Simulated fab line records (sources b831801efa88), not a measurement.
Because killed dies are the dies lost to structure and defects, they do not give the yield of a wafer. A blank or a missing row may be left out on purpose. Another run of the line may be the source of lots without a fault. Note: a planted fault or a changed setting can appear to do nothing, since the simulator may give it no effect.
fab line records || flow sky130
record {"lots": 14, "wafers": 42, "last_day": 50}
route steps=708 shown VIA2@517
lots with no fault: from the same line, run without faults
start_h: hours from the record's first day to the start of the lot's first wafer shown || wait_h: how many hours have passed since the lot's step before this one || " the same as in the row above || L1.1+2: several wafers, shown together as one row || - no value present, or no start provided || * or withheld: withheld || < > ~ a bound
route shown NAME@n: a module of which the file shows steps, and the number in the route of the first || usual: mean and standard deviation over wafers with no fault || same: alike in all rows || chamber/n: place in a boat || sites: per-site readings || _std_site: standard deviation of those values || _edge_site: inner sites' mean taken away from outer sites' mean || radius_mm: for every site, how far away it sits from the centre of the wafer || mask NAME#n: copy n || behind: the tool/chamber that last shaped the wafer || hold: why the lot went on hold/how many hours it stayed there/how the hold came to an end || device: whichever transistor did not switch (one of n, p or np) || end of line: tests of these same wafers at the route's end || a step with no rows: only its recipe || killed: dies lost to structure and defects at the first sort, not the wafer's yield || map: dies across one wafer; x = killed, . = not, _ = none there
set.NAME: the setting that was run; set.NAME@STEP: the one run at that earlier step || model.NAME: the simulator's own value behind a step, which no gauge read
route steps across a sampled set of lots; one table per step, one row per wafer
services: from which hour (start_h, from the record's first day; less than 0 if before it) a tool's chamber was out of use, for how many hours, and why
## steps
# step SKY_VIA2_PEB_10
# recipe {"peb_temp_c": "withheld", "peb_time_s": "withheld", "resist": "KrF-thick"}
# usual {"chill_plate_temp_C": "*", "exhaust_pa": "44.9/0.98"}
{"lot.wafer": "L333.1", "tool": "litho_track-04", "chamber": 0, "start_h": 874, "wait_h": "-", "chill_plate_temp_C": "*", "exhaust_pa": 44.2}
{"lot.wafer": "L333.4", "tool": "litho_track-04", "chamber": 0, "start_h": 875, "wait_h": "-", "chill_plate_temp_C": "*", "exhaust_pa": 45.1}
{"lot.wafer": "L333.5", "tool": "litho_track-04", "chamber": 0, "start_h": 875, "wait_h": "-", "chill_plate_temp_C": "*", "exhaust_pa": 44.1}
{"lot.wafer": "L335.2", "tool": "litho_track-03", "chamber": 0, "start_h": 888, "wait_h": "-", "chill_plate_temp_C": "*", "exhaust_pa": 43.4}
{"lot.wafer": "L335.3", "tool": "litho_track-03", "chamber": 0, "start_h": 888, "wait_h": "-", "chill_plate_temp_C": "*", "exhaust_pa": 45.4}
{"lot.wafer": "L335.4", "tool": "litho_track-03", "chamber": 0, "start_h": 888, "wait_h": "-", "chill_plate_temp_C": "*", "exhaust_pa": 44.9}
{"lot.wafer": "L336.1", "tool": "litho_track-04", "chamber": 0, "start_h": 889, "wait_h": "-", "chill_plate_temp_C": "*", "exhaust_pa": 46.1}
{"lot.wafer": "L336.2", "tool": "litho_track-04", "chamber": 0, "start_h": 889, "wait_h": "-", "chill_plate_temp_C": "*", "exhaust_pa": 46.5}
{"lot.wafer": "L336.3", "tool": "litho_track-04", "chamber": 0, "start_h": 889, "wait_h": "-", "chill_plate_temp_C": "*", "exhaust_pa": 45.0}
{"lot.wafer": "L337.2", "tool": "litho_track-01", "chamber": 0, "start_h": 893, "wait_h": "-", "chill_plate_temp_C": "*", "exhaust_pa": 43.0}
{"lot.wafer": "L337.5", "tool": "litho_track-01", "chamber": 0, "start_h": 893, "wait_h": "-", "chill_plate_temp_C": "*", "exhaust_pa": 43.3}
{"lot.wafer": "L337.6", "tool": "litho_track-01", "chamber": 0, "start_h": 893, "wait_h": "-", "chill_plate_temp_C": "*", "exhaust_pa": 44.1}
{"lot.wafer": "L338.1", "tool": "litho_track-01", "chamber": 0, "start_h": 897, "wait_h": "-", "chill_plate_temp_C": "*", "exhaust_pa": 44.7}
{"lot.wafer": "L338.2", "tool": "litho_track-01", "chamber": 0, "start_h": 897, "wait_h": "-", "chill_plate_temp_C": "*", "exhaust_pa": 43.7}
{"lot.wafer": "L338.5", "tool": "litho_track-01", "chamber": 0, "start_h": 898, "wait_h": "-", "chill_plate_temp_C": "*", "exhaust_pa": 43.4}
{"lot.wafer": "L339.3", "tool": "litho_track-01", "chamber": 0, "start_h": 905, "wait_h": "-", "chill_plate_temp_C": "*", "exhaust_pa": 45.3}
{"lot.wafer": "L339.4", "tool": "litho_track-01", "chamber": 0, "start_h": 905, "wait_h": "-", "chill_plate_temp_C": "*", "exhaust_pa": 46.6}
{"lot.wafer": "L339.6", "tool": "litho_track-01", "chamber": 0, "start_h": 905, "wait_h": "-", "chill_plate_temp_C": "*", "exhaust_pa": 45.8}
{"lot.wafer": "L340.1", "tool": "litho_track-01", "chamber": "-", "start_h": 925, "wait_h": "-", "chill_plate_temp_C": "-", "exhaust_pa": "-"}
{"lot.wafer": "L340.4", "tool": "litho_track-01", "chamber": "-", "start_h": 925, "wait_h": "-", "chill_plate_temp_C": "-", "exhaust_pa": "-"}
{"lot.wafer": "L340.5", "tool": "litho_track-01", "chamber": "-", "start_h": 925, "wait_h": "-", "chill_plate_temp_C": "-", "exhaust_pa": "-"}
{"lot.wafer": "L341.4", "tool": "litho_track-01", "chamber": "-", "start_h": 925, "wait_h": "-", "chill_plate_temp_C": "-", "exhaust_pa": "-"}
{"lot.wafer": "L341.5", "tool": "litho_track-01", "chamber": "-", "start_h": 925, "wait_h": "-", "chill_plate_temp_C": "-", "exhaust_pa": "-"}
{"lot.wafer": "L341.6", "tool": "litho_track-01", "chamber": "-", "start_h": 926, "wait_h": "-", "chill_plate_temp_C": "-", "exhaust_pa": "-"}
{"lot.wafer": "L349.1", "tool": "litho_track-03", "chamber": 0, "start_h": 982, "wait_h": "-", "chill_plate_temp_C": "*", "exhaust_pa": 43.5}
{"lot.wafer": "L349.2", "tool": "litho_track-03", "chamber": 0, "start_h": 982, "wait_h": "-", "chill_plate_temp_C": "*", "exhaust_pa": 43.2}
{"lot.wafer": "L349.6", "tool": "litho_track-03", "chamber": 0, "start_h": 982, "wait_h": "-", "chill_plate_temp_C": "*", "exhaust_pa": 44.0}
{"lot.wafer": "L350.3", "tool": "litho_track-01", "chamber": 0, "start_h": 982, "wait_h": "-", "chill_plate_temp_C": "*", "exhaust_pa": 46.0}
{"lot.wafer": "L350.4", "tool": "litho_track-01", "chamber": 0, "start_h": 982, "wait_h": "-", "chill_plate_temp_C": "*", "exhaust_pa": 46.1}
{"lot.wafer": "L350.6", "tool": "litho_track-01", "chamber": 0, "start_h": 982, "wait_h": "-", "chill_plate_temp_C": "*", "exhaust_pa": 46.3}
{"lot.wafer": "L348.1", "tool": "litho_track-01", "chamber": 0, "start_h": 984, "wait_h": "-", "chill_plate_temp_C": "*", "exhaust_pa": 43.4}
{"lot.wafer": "L348.3", "tool": "litho_track-01", "chamber": 0, "start_h": 984, "wait_h": "-", "chill_plate_temp_C": "*", "exhaust_pa": 43.7}
{"lot.wafer": "L348.6", "tool": "litho_track-01", "chamber": 0, "start_h": 984, "wait_h": "-", "chill_plate_temp_C": "*", "exhaust_pa": 45.0}
{"lot.wafer": "L352.1", "tool": "litho_track-03", "chamber": 0, "start_h": 996, "wait_h": "-", "chill_plate_temp_C": "*", "exhaust_pa": 44.5}
{"lot.wafer": "L352.4", "tool": "litho_track-03", "chamber": 0, "start_h": 996, "wait_h": "-", "chill_plate_temp_C": "*", "exhaust_pa": 46.2}
{"lot.wafer": "L352.6", "tool": "litho_track-03", "chamber": 0, "start_h": 996, "wait_h": "-", "chill_plate_temp_C": "*", "exhaust_pa": 45.7}
{"lot.wafer": "L351.1", "tool": "litho_track-04", "chamber": 0, "start_h": 996, "wait_h": "-", "chill_plate_temp_C": "*", "exhaust_pa": 44.7}
{"lot.wafer": "L351.2", "tool": "litho_track-04", "chamber": 0, "start_h": 996, "wait_h": "-", "chill_plate_temp_C": "*", "exhaust_pa": 44.9}
{"lot.wafer": "L351.3", "tool": "litho_track-04", "chamber": 0, "start_h": 996, "wait_h": "-", "chill_plate_temp_C": "*", "exhaust_pa": 44.4}
{"lot.wafer": "L353.2", "tool": "litho_track-01", "chamber": 0, "start_h": 1010, "wait_h": "-", "chill_plate_temp_C": "*", "exhaust_pa": 43.1}
{"lot.wafer": "L353.5", "tool": "litho_track-01", "chamber": 0, "start_h": 1010, "wait_h": "-", "chill_plate_temp_C": "*", "exhaust_pa": 44.1}
{"lot.wafer": "L353.6", "tool": "litho_track-01", "chamber": 0, "start_h": 1010, "wait_h": "-", "chill_plate_temp_C": "*", "exhaust_pa": 44.5}
# step SKY_VIA2_ETCH_14
# recipe {"chemistry": "N2/H2", "target": "BARC", "ion_energy_ev": 200, "source_w": 500, "bias_w": 100, "pressure_mtorr": 30, "n2_flow_sccm": 100, "h2_flow_sccm": 200, "stop_on": "SiO2", "time_s": 45.9, "target_depth_a": 600}
# usual {"drypump_motor_current_A": "5.7/0.47", "oes_product_au": "0.855/0.0051", "throttle_valve_pct": "13.225/0.0093"}
# same {"time_s": 45.9}
{"lot.wafer": "L333.1", "tool": "rie_diel-04", "chamber": 3, "start_h": 875.44, "wait_h": 0.0, "drypump_motor_current_A": 5.1, "oes_product_au": 0.860, "rf_hours_counter_h": 19, "throttle_valve_pct": 13.231}
{"lot.wafer": "L333.4", "tool": "rie_diel-04", "chamber": 2, "start_h": 875.44, "wait_h": 0.0, "drypump_motor_current_A": 5.7, "oes_product_au": 0.864, "rf_hours_counter_h": 16, "throttle_valve_pct": 13.224}
{"lot.wafer": "L333.5", "tool": "rie_diel-04", "chamber": 3, "start_h": 875.44, "wait_h": 0.0, "drypump_motor_current_A": 5.2, "oes_product_au": 0.856, "rf_hours_counter_h": "-", "throttle_valve_pct": 13.229}
{"lot.wafer": "L335.2", "tool": "rie_diel-02", "chamber": 3, "start_h": 888.75, "wait_h": 0.0, "drypump_motor_current_A": 5.7, "oes_product_au": 0.850, "rf_hours_counter_h": 24, "throttle_valve_pct": 13.228}
{"lot.wafer": "L335.3", "tool": "rie_diel-02", "chamber": 1, "start_h": 888.75, "wait_h": 0.0, "drypump_motor_current_A": 4.9, "oes_product_au": 0.856, "rf_hours_counter_h": 17, "throttle_valve_pct": 13.221}
{"lot.wafer": "L335.4", "tool": "rie_diel-02", "chamber": 0, "start_h": 888.75, "wait_h": 0.0, "drypump_motor_current_A": 6.1, "oes_product_au": 0.850, "rf_hours_counter_h": 12, "throttle_valve_pct": 13.222}
{"lot.wafer": "L336.1", "tool": "rie_diel-01", "chamber": 0, "start_h": 889.92, "wait_h": 0.0, "drypump_motor_current_A": 5.9, "oes_product_au": 0.855, "rf_hours_counter_h": 20, "throttle_valve_pct": 13.227}
{"lot.wafer": "L336.2", "tool": "rie_diel-01", "chamber": 1, "start_h": 889.92, "wait_h": 0.0, "drypump_motor_current_A": 5.4, "oes_product_au": 0.861, "rf_hours_counter_h": 18, "throttle_valve_pct": 13.223}
{"lot.wafer": "L336.3", "tool": "rie_diel-01", "chamber": 2, "start_h": 889.92, "wait_h": 0.0, "drypump_motor_current_A": 6.2, "oes_product_au": 0.853, "rf_hours_counter_h": 7, "throttle_valve_pct": 13.208}
{"lot.wafer": "L337.2", "tool": "rie_diel-02", "chamber": 3, "start_h": 893.69, "wait_h": 0.0, "drypump_motor_current_A": 5.7, "oes_product_au": 0.851, "rf_hours_counter_h": 25, "throttle_valve_pct": 13.239}
{"lot.wafer": "L337.5", "tool": "rie_diel-02", "chamber": 3, "start_h": 893.69, "wait_h": 0.0, "drypump_motor_current_A": 5.7, "oes_product_au": 0.848, "rf_hours_counter_h": "-", "throttle_valve_pct": 13.215}
{"lot.wafer": "L337.6", "tool": "rie_diel-02", "chamber": 2, "start_h": 893.69, "wait_h": 0.0, "drypump_motor_current_A": 5.8, "oes_product_au": 0.857, "rf_hours_counter_h": "-", "throttle_valve_pct": 13.222}
{"lot.wafer": "L338.1", "tool": "rie_diel-01", "chamber": 1, "start_h": 898.39, "wait_h": 0.0, "drypump_motor_current_A": 5.4, "oes_product_au": 0.863, "rf_hours_counter_h": 19, "throttle_valve_pct": 13.232}
{"lot.wafer": "L338.2", "tool": "rie_diel-01", "chamber": 3, "start_h": 898.39, "wait_h": 0.0, "drypump_motor_current_A": 6.5, "oes_product_au": 0.847, "rf_hours_counter_h": 10, "throttle_valve_pct": 13.226}
{"lot.wafer": "L338.5", "tool": "rie_diel-01", "chamber": 3, "start_h": 898.39, "wait_h": 0.0, "drypump_motor_current_A": 6.5, "oes_product_au": 0.858, "rf_hours_counter_h": "-", "throttle_valve_pct": 13.239}
{"lot.wafer": "L339.3", "tool": "rie_diel-04", "chamber": 2, "start_h": 905.89, "wait_h": 0.0, "drypump_motor_current_A": 5.7, "oes_product_au": 0.854, "rf_hours_counter_h": 16, "throttle_valve_pct": 13.203}
{"lot.wafer": "L339.4", "tool": "rie_diel-04", "chamber": 3, "start_h": 905.89, "wait_h": 0.0, "drypump_motor_current_A": 5.2, "oes_product_au": 0.859, "rf_hours_counter_h": 20, "throttle_valve_pct": 13.216}
{"lot.wafer": "L339.6", "tool": "rie_diel-04", "chamber": 1, "start_h": 905.89, "wait_h": 0.0, "drypump_motor_current_A": 6.3, "oes_product_au": 0.853, "rf_hours_counter_h": "-", "throttle_valve_pct": 13.240}
{"lot.wafer": "L340.1", "tool": "rie_diel-02", "chamber": 2, "start_h": 925.69, "wait_h": 0.0, "drypump_motor_current_A": 5.8, "oes_product_au": 0.868, "rf_hours_counter_h": 9, "throttle_valve_pct": 13.213}
{"lot.wafer": "L340.4", "tool": "rie_diel-02", "chamber": 2, "start_h": 925.69, "wait_h": 0.0, "drypump_motor_current_A": 5.8, "oes_product_au": 0.853, "rf_hours_counter_h": "-", "throttle_valve_pct": 13.217}
{"lot.wafer": "L340.5", "tool": "rie_diel-02", "chamber": 1, "start_h": 925.69, "wait_h": 0.0, "drypump_motor_current_A": 4.9, "oes_product_au": 0.861, "rf_hours_counter_h": "-", "throttle_valve_pct": 13.220}
{"lot.wafer": "L341.4", "tool": "rie_diel-01", "chamber": 0, "start_h": 926.34, "wait_h": 0.0, "drypump_motor_current_A": 5.8, "oes_product_au": 0.854, "rf_hours_counter_h": 21, "throttle_valve_pct": 13.226}
{"lot.wafer": "L341.5", "tool": "rie_diel-01", "chamber": 0, "start_h": 926.34, "wait_h": 0.0, "drypump_motor_current_A": 5.9, "oes_product_au": 0.855, "rf_hours_counter_h": "-", "throttle_valve_pct": 13.225}
{"lot.wafer": "L341.6", "tool": "rie_diel-01", "chamber": 1, "start_h": 926.34, "wait_h": 0.0, "drypump_motor_current_A": 5.4, "oes_product_au": 0.844, "rf_hours_counter_h": "-", "throttle_valve_pct": 13.228}
{"lot.wafer": "L349.1", "tool": "rie_diel-01", "chamber": 2, "start_h": 982.65, "wait_h": 0.0, "drypump_motor_current_A": 6.2, "oes_product_au": 0.864, "rf_hours_counter_h": 10, "throttle_valve_pct": 13.218}
{"lot.wafer": "L349.2", "tool": "rie_diel-01", "chamber": 3, "start_h": 982.65, "wait_h": 0.0, "drypump_motor_current_A": 6.5, "oes_product_au": 0.857, "rf_hours_counter_h": 12, "throttle_valve_pct": 13.227}
{"lot.wafer": "L349.6", "tool": "rie_diel-01", "chamber": 2, "start_h": 982.65, "wait_h": 0.0, "drypump_motor_current_A": 6.2, "oes_product_au": 0.856, "rf_hours_counter_h": "-", "throttle_valve_pct": 13.229}
{"lot.wafer": "L350.3", "tool": "rie_diel-02", "chamber": 0, "start_h": 983.19, "wait_h": 0.0, "drypump_motor_current_A": 6.1, "oes_product_au": 0.857, "rf_hours_counter_h": 14, "throttle_valve_pct": 13.223}
{"lot.wafer": "L350.4", "tool": "rie_diel-02", "chamber": 3, "start_h": 983.19, "wait_h": 0.0, "drypump_motor_current_A": 5.7, "oes_product_au": 0.855, "rf_hours_counter_h": 27, "throttle_valve_pct": 13.231}
{"lot.wafer": "L350.6", "tool": "rie_diel-02", "chamber": 1, "start_h": 983.19, "wait_h": 0.0, "drypump_motor_current_A": 4.9, "oes_product_au": 0.856, "rf_hours_counter_h": "-", "throttle_valve_pct": 13.219}
{"lot.wafer": "L348.1", "tool": "rie_diel-02", "chamber": 0, "start_h": 984.79, "wait_h": 0.0, "drypump_motor_current_A": 6.1, "oes_product_au": 0.857, "rf_hours_counter_h": 15, "throttle_valve_pct": 13.241}
{"lot.wafer": "L348.3", "tool": "rie_diel-02", "chamber": 2, "start_h": 984.79, "wait_h": 0.0, "drypump_motor_current_A": 5.9, "oes_product_au": 0.857, "rf_hours_counter_h": 10, "throttle_valve_pct": 13.228}
{"lot.wafer": "L348.6", "tool": "rie_diel-02", "chamber": 0, "start_h": 984.79, "wait_h": 0.0, "drypump_motor_current_A": 6.1, "oes_product_au": 0.848, "rf_hours_counter_h": "-", "throttle_valve_pct": 13.227}
{"lot.wafer": "L352.1", "tool": "rie_diel-04", "chamber": 0, "start_h": 996.60, "wait_h": 0.0, "drypump_motor_current_A": 5.1, "oes_product_au": 0.861, "rf_hours_counter_h": 11, "throttle_valve_pct": 13.233}
{"lot.wafer": "L352.4", "tool": "rie_diel-04", "chamber": 2, "start_h": 996.60, "wait_h": 0.0, "drypump_motor_current_A": 5.7, "oes_product_au": 0.856, "rf_hours_counter_h": 19, "throttle_valve_pct": 13.215}
{"lot.wafer": "L352.6", "tool": "rie_diel-04", "chamber": 3, "start_h": 996.60, "wait_h": 0.0, "drypump_motor_current_A": 5.2, "oes_product_au": 0.846, "rf_hours_counter_h": "-", "throttle_valve_pct": 13.227}
{"lot.wafer": "L351.1", "tool": "rie_diel-02", "chamber": 0, "start_h": 997.09, "wait_h": 0.0, "drypump_motor_current_A": 6.1, "oes_product_au": 0.852, "rf_hours_counter_h": 15, "throttle_valve_pct": 13.218}
{"lot.wafer": "L351.2", "tool": "rie_diel-02", "chamber": 3, "start_h": 997.09, "wait_h": 0.0, "drypump_motor_current_A": 5.7, "oes_product_au": 0.852, "rf_hours_counter_h": 27, "throttle_valve_pct": 13.229}
{"lot.wafer": "L351.3", "tool": "rie_diel-02", "chamber": 1, "start_h": 997.09, "wait_h": 0.0, "drypump_motor_current_A": 4.9, "oes_product_au": 0.855, "rf_hours_counter_h": 20, "throttle_valve_pct": 13.231}
{"lot.wafer": "L353.2", "tool": "rie_diel-04", "chamber": 0, "start_h": 1011.24, "wait_h": 0.0, "drypump_motor_current_A": 5.1, "oes_product_au": 0.864, "rf_hours_counter_h": 12, "throttle_valve_pct": 13.202}
{"lot.wafer": "L353.5", "tool": "rie_diel-04", "chamber": 0, "start_h": 1011.24, "wait_h": 0.0, "drypump_motor_current_A": 5.1, "oes_product_au": 0.860, "rf_hours_counter_h": "-", "throttle_valve_pct": 13.228}
{"lot.wafer": "L353.6", "tool": "rie_diel-04", "chamber": 3, "start_h": 1011.24, "wait_h": 0.0, "drypump_motor_current_A": 5.2, "oes_product_au": 0.852, "rf_hours_counter_h": "-", "throttle_valve_pct": 13.223}
# step SKY_VIA2_SPUTTER_20
# recipe {"material": "TiN", "target_thk_nm": 20, "chamber_pressure_pa": 5, "power_w": 4000, "time_s": 80}
# usual {"throttle_valve_pct": "29.7/1.2"}
# same {"time_s": 80}
{"lot.wafer": "L333.1", "tool": "pvd_sputter-03", "chamber": "-", "start_h": 876.14, "wait_h": 0.0, "throttle_valve_pct": 32.2}
{"lot.wafer": "L333.4", "tool": "pvd_sputter-03", "chamber": "-", "start_h": 876.14, "wait_h": 0.0, "throttle_valve_pct": 32.4}
{"lot.wafer": "L333.5", "tool": "pvd_sputter-03", "chamber": "-", "start_h": 876.14, "wait_h": 0.0, "throttle_valve_pct": 30.6}
{"lot.wafer": "L335.2", "tool": "pvd_sputter-02", "chamber": "-", "start_h": 889.48, "wait_h": 0.0, "throttle_valve_pct": 29.3}
{"lot.wafer": "L335.3", "tool": "pvd_sputter-02", "chamber": "-", "start_h": 889.48, "wait_h": 0.0, "throttle_valve_pct": 29.7}
{"lot.wafer": "L335.4", "tool": "pvd_sputter-02", "chamber": "-", "start_h": 889.48, "wait_h": 0.0, "throttle_valve_pct": 29.2}
{"lot.wafer": "L336.1", "tool": "pvd_sputter-04", "chamber": "-", "start_h": 890.61, "wait_h": 0.0, "throttle_valve_pct": 30.6}
{"lot.wafer": "L336.2", "tool": "pvd_sputter-04", "chamber": "-", "start_h": 890.61, "wait_h": 0.0, "throttle_valve_pct": 30.2}
{"lot.wafer": "L336.3", "tool": "pvd_sputter-04", "chamber": "-", "start_h": 890.61, "wait_h": 0.0, "throttle_valve_pct": 28.7}
{"lot.wafer": "L337.2", "tool": "pvd_sputter-02", "chamber": "-", "start_h": 894.42, "wait_h": 0.0, "throttle_valve_pct": 29.5}
{"lot.wafer": "L337.5", "tool": "pvd_sputter-02", "chamber": "-", "start_h": 894.42, "wait_h": 0.0, "throttle_valve_pct": 29.1}
{"lot.wafer": "L337.6", "tool": "pvd_sputter-02", "chamber": "-", "start_h": 894.42, "wait_h": 0.0, "throttle_valve_pct": 27.7}
{"lot.wafer": "L338.1", "tool": "pvd_sputter-04", "chamber": "-", "start_h": 899.09, "wait_h": 0.0, "throttle_valve_pct": 28.9}
{"lot.wafer": "L338.2", "tool": "pvd_sputter-04", "chamber": "-", "start_h": 899.09, "wait_h": 0.0, "throttle_valve_pct": 29.6}
{"lot.wafer": "L338.5", "tool": "pvd_sputter-04", "chamber": "-", "start_h": 899.09, "wait_h": 0.0, "throttle_valve_pct": 30.3}
{"lot.wafer": "L339.3", "tool": "pvd_sputter-02", "chamber": "-", "start_h": 906.59, "wait_h": 0.0, "throttle_valve_pct": 29.4}
{"lot.wafer": "L339.4", "tool": "pvd_sputter-02", "chamber": "-", "start_h": 906.59, "wait_h": 0.0, "throttle_valve_pct": 29.4}
{"lot.wafer": "L339.6", "tool": "pvd_sputter-02", "chamber": "-", "start_h": 906.59, "wait_h": 0.0, "throttle_valve_pct": 29.5}
{"lot.wafer": "L340.1", "tool": "pvd_sputter-04", "chamber": "-", "start_h": 926.39, "wait_h": 0.0, "throttle_valve_pct": 28.9}
{"lot.wafer": "L340.4", "tool": "pvd_sputter-04", "chamber": "-", "start_h": 926.39, "wait_h": 0.0, "throttle_valve_pct": 29.8}
{"lot.wafer": "L340.5", "tool": "pvd_sputter-04", "chamber": "-", "start_h": 926.39, "wait_h": 0.0, "throttle_valve_pct": 29.6}
{"lot.wafer": "L341.4", "tool": "pvd_sputter-04", "chamber": "-", "start_h": 927.08, "wait_h": 0.0, "throttle_valve_pct": 29.1}
{"lot.wafer": "L341.5", "tool": "pvd_sputter-04", "chamber": "-", "start_h": 927.08, "wait_h": 0.0, "throttle_valve_pct": 29.7}
{"lot.wafer": "L341.6", "tool": "pvd_sputter-04", "chamber": "-", "start_h": 927.08, "wait_h": 0.0, "throttle_valve_pct": 28.9}
{"lot.wafer": "L349.1", "tool": "pvd_sputter-02", "chamber": "-", "start_h": 983.39, "wait_h": 0.0, "throttle_valve_pct": 29.3}
{"lot.wafer": "L349.2", "tool": "pvd_sputter-02", "chamber": "-", "start_h": 983.39, "wait_h": 0.0, "throttle_valve_pct": 29.5}
{"lot.wafer": "L349.6", "tool": "pvd_sputter-02", "chamber": "-", "start_h": 983.39, "wait_h": 0.0, "throttle_valve_pct": 29.4}
{"lot.wafer": "L350.3", "tool": "pvd_sputter-04", "chamber": "-", "start_h": 983.89, "wait_h": 0.0, "throttle_valve_pct": 28.8}
{"lot.wafer": "L350.4", "tool": "pvd_sputter-04", "chamber": "-", "start_h": 983.89, "wait_h": 0.0, "throttle_valve_pct": 30.4}
{"lot.wafer": "L350.6", "tool": "pvd_sputter-04", "chamber": "-", "start_h": 983.89, "wait_h": 0.0, "throttle_valve_pct": 29.9}
{"lot.wafer": "L348.1", "tool": "pvd_sputter-03", "chamber": "-", "start_h": 985.50, "wait_h": 0.0, "throttle_valve_pct": 30.6}
{"lot.wafer": "L348.3", "tool": "pvd_sputter-03", "chamber": "-", "start_h": 985.50, "wait_h": 0.0, "throttle_valve_pct": 32.6}
{"lot.wafer": "L348.6", "tool": "pvd_sputter-03", "chamber": "-", "start_h": 985.50, "wait_h": 0.0, "throttle_valve_pct": 30.5}
{"lot.wafer": "L352.1", "tool": "pvd_sputter-03", "chamber": "-", "start_h": 997.30, "wait_h": 0.0, "throttle_valve_pct": 29.7}
{"lot.wafer": "L352.4", "tool": "pvd_sputter-03", "chamber": "-", "start_h": 997.30, "wait_h": 0.0, "throttle_valve_pct": 32.8}
{"lot.wafer": "L352.6", "tool": "pvd_sputter-03", "chamber": "-", "start_h": 997.30, "wait_h": 0.0, "throttle_valve_pct": 30.4}
{"lot.wafer": "L351.1", "tool": "pvd_sputter-02", "chamber": "-", "start_h": 997.80, "wait_h": 0.0, "throttle_valve_pct": 27.6}
{"lot.wafer": "L351.2", "tool": "pvd_sputter-02", "chamber": "-", "start_h": 997.80, "wait_h": 0.0, "throttle_valve_pct": 29.7}
{"lot.wafer": "L351.3", "tool": "pvd_sputter-02", "chamber": "-", "start_h": 997.80, "wait_h": 0.0, "throttle_valve_pct": 29.5}
{"lot.wafer": "L353.2", "tool": "pvd_sputter-03", "chamber": "-", "start_h": 1011.94, "wait_h": 0.0, "throttle_valve_pct": 32.8}
{"lot.wafer": "L353.5", "tool": "pvd_sputter-03", "chamber": "-", "start_h": 1011.94, "wait_h": 0.0, "throttle_valve_pct": 32.9}
{"lot.wafer": "L353.6", "tool": "pvd_sputter-03", "chamber": "-", "start_h": 1011.94, "wait_h": 0.0, "throttle_valve_pct": 32.3}
## services
{"tool": "rie_diel-04", "chamber": "-", "start_h": 857.61, "hours": 0.7, "kind": "repair"}
{"tool": "pvd_sputter-02", "chamber": "-", "start_h": 876.05, "hours": 0.7, "kind": "repair"}
{"tool": "rie_diel-04", "chamber": "-", "start_h": 877.54, "hours": 14.6, "kind": "pm"}
{"tool": "rie_diel-01", "chamber": 3, "start_h": 883.02, "hours": 14.6, "kind": "repair"}
{"tool": "rie_diel-02", "chamber": 0, "start_h": 920.71, "hours": 14.5, "kind": "repair"}
{"tool": "rie_diel-01", "chamber": 3, "start_h": 930.85, "hours": 3.8, "kind": "repair"}
{"tool": "rie_diel-01", "chamber": 0, "start_h": 938.40, "hours": 7.3, "kind": "repair"}
{"tool": "rie_diel-02", "chamber": "-", "start_h": 948.11, "hours": 14.6, "kind": "pm"}
{"tool": "rie_diel-04", "chamber": "-", "start_h": 960.74, "hours": 0.7, "kind": "repair"}
{"tool": "rie_diel-02", "chamber": 2, "start_h": 968.99, "hours": 3.4, "kind": "repair"}
{"tool": "rie_diel-01", "chamber": 0, "start_h": 978.25, "hours": "-", "kind": "clean"}
{"tool": "rie_diel-01", "chamber": 0, "start_h": 978.25, "hours": "-", "kind": "consumable_replace:showerhead"}
{"tool": "rie_diel-01", "chamber": 0, "start_h": 978.25, "hours": 15.1, "kind": "scheduled_down"}
{"tool": "rie_diel-01", "chamber": 0, "start_h": 978.25, "hours": 15.1, "kind": "vent_cycle"}
{"tool": "rie_diel-04", "chamber": "-", "start_h": 980.57, "hours": 2.8, "kind": "pm"}
{"tool": "rie_diel-04", "chamber": 2, "start_h": 1003.25, "hours": 4.7, "kind": "repair"}
## key
first_sign {"step": "SKY_VIA2_PEB_10", "reading": "tool_record", "direction": "missing"}
effect none on later readings
met_at SKY_VIA2_PEB_10
struck_lots L340,L341
later_rows_left_out L340.1,L340.4,L340.5,L341.4,L341.5,L341.6
sort_left_out L340.1,L340.4,L340.5,L341.4,L341.5,L341.6
not_acting_at SKY_VIA2_ETCH_14,SKY_VIA2_SPUTTER_20
onset_between 905 925
fault {"kind": "skipped_step_whole", "tool": "litho_track-01", "chamber": "-", "onset_h": 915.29, "steps": "SKY_VIA2_PEB_10", "scope": "struck_lots_only"}
# sort_left_out: the simulated sort isn't trusted on such a fault, so these wafers' sort isn't shown, and their yield isn't known
# later_rows_left_out: the simulator's readings of these wafers behind a module that went badly wrong aren't trusted and aren't shown, but for the sort
